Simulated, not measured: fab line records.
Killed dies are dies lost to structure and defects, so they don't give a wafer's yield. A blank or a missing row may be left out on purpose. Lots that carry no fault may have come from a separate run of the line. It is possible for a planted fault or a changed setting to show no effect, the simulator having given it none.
Which tool is to blame? | flow gf180mcu | 14 lots with 41 wafers sampled at 3 steps, on a route of 602 steps

## WHAT THE GAUGES READ, wafer by wafer
GF_MVPSD_OVL_MEAS_07.
lot  | measured     | on         | MVPSD_OVL (nm)
L629 | day 5 00:55  | overlay-01 | 0.7 3.5 2.7
L630 | day 5 07:25  | overlay-01 | -1.7 -2.1 -1.2
L632 | day 5 17:35  | overlay-02 | 1.1 1.4 0.3
L633 | day 6 00:34  | overlay-01 | 1.3 3.0 3.4
L634 | day 6 07:09  | overlay-02 | 0.4 -0.9 -0.4
L636 | day 6 18:13  | overlay-02 | -0.9 0.0 0.5
L637 | day 6 23:35  | overlay-02 | -2.2 -2.5 -2.1
L642 | day 8 05:32  | overlay-02 | -0.6 -1.9 -2.2
L645 | day 9 00:01  | overlay-01 | -3.7 -1.7
L646 | day 9 07:37  | overlay-02 | -0.7 0.3 0.6
L647 | day 9 10:36  | overlay-02 | 1.0 -0.7 1.1
L648 | day 9 18:31  | overlay-01 | -0.3 -3.2 -1.9
L651 | day 10 10:12 | overlay-02 | 0.2 1.0 0.4
L652 | day 10 20:02 | overlay-02 | -0.4 -0.4 -0.8

GF_HV_LDD_CD_MEAS_07: target cd 400 nm.
lot  | measured     | on        | cd_nm (nm)
L629 | day 10 00:14 | cd_sem-02 | 400.4 401.8 400.8
L630 | day 10 06:53 | cd_sem-01 | 402.0 400.5 399.4
L632 | day 10 19:25 | cd_sem-01 | 404.2 402.5 402.3
L633 | day 11 05:19 | cd_sem-01 | 400.8 401.3 401.2
L634 | day 11 11:04 | cd_sem-02 | 396.0 397.7 398.7
L636 | day 12 05:08 | cd_sem-01 | 398.6 400.2 399.7
L637 | day 12 10:38 | cd_sem-01 | 401.3 401.7 399.9
L642 | day 14 00:53 | cd_sem-02 | 401.9 380.9 402.2
L645 | day 14 23:06 | cd_sem-01 | 379.9 399.3
L646 | day 15 06:01 | cd_sem-02 | 399.5 380.0 398.4
L647 | day 15 11:48 | cd_sem-01 | 398.3 395.9 398.2
L648 | day 15 20:04 | cd_sem-01 | 401.7 400.7 400.4
L651 | day 16 16:11 | cd_sem-01 | 399.4 397.4 400.6
L652 | day 17 06:13 | cd_sem-02 | 399.1 400.9 399.7

## WHICH TOOL RAN EACH LOT (tool, then ch and the chambers of the sampled wafers, then the start)
lot  | GF_HV_LDD_DEVELOP_06
L629 | litho_track-03 ch 0, day 10 00:05
L630 | litho_track-02 ch 0, day 10 06:44
L632 | litho_track-02 ch 0, day 10 19:14
L633 | litho_track-02 ch 0, day 11 05:10
L634 | litho_track-03 ch 0, day 11 10:56
L636 | litho_track-01 ch 0, day 12 04:59
L637 | litho_track-03 ch 0, day 12 10:29
L642 | litho_track-03 ch 0, day 14 00:44
L645 | litho_track-03 ch 0, day 14 22:57
L646 | litho_track-03 ch 0, day 15 05:53
L647 | litho_track-02 ch 0, day 15 11:40
L648 | litho_track-02 ch 0, day 15 19:55
L651 | litho_track-01 ch 0, day 16 16:02
L652 | litho_track-02 ch 0, day 17 06:04
- GF_HV_LDD_DEVELOP_06: develop time 60 s.

## AS READ BY THE TOOLS THEMSELVES (means over the sampled wafers that have a number; for cases with no such wafer, the mark the record gives instead)
The record holds no such reading with a usual standard deviation.

## THE ANSWER, worked out from the rows above alone
Rule: what is usual is taken from the lots themselves. Put in order of their means at a reading, lots are off if they are a third of the lots or fewer, leave a main group of 4 or more, and stand apart from it by a gap of 3 or more times the standard deviation of the main group's means; of several such gaps the widest counts. A main group is skipped when, at the precision printed for the reading in the tables above, its means are all equal. A lot without any number at a reading at which 4 lots or more have one is off too. All remaining lots with rows at the step are treated as sound. Order of review: gauges by route order, followed by the tools' own readings, for which a lot's mean as printed above is used. The first step at which some lot is off is used, and at that step the reading that is off furthest; a lot without a number counts as furthest.
No lot is off on any of the readings shown, so nothing can be concluded from this.

## WHAT THE SIMULATOR HAD PUT IN
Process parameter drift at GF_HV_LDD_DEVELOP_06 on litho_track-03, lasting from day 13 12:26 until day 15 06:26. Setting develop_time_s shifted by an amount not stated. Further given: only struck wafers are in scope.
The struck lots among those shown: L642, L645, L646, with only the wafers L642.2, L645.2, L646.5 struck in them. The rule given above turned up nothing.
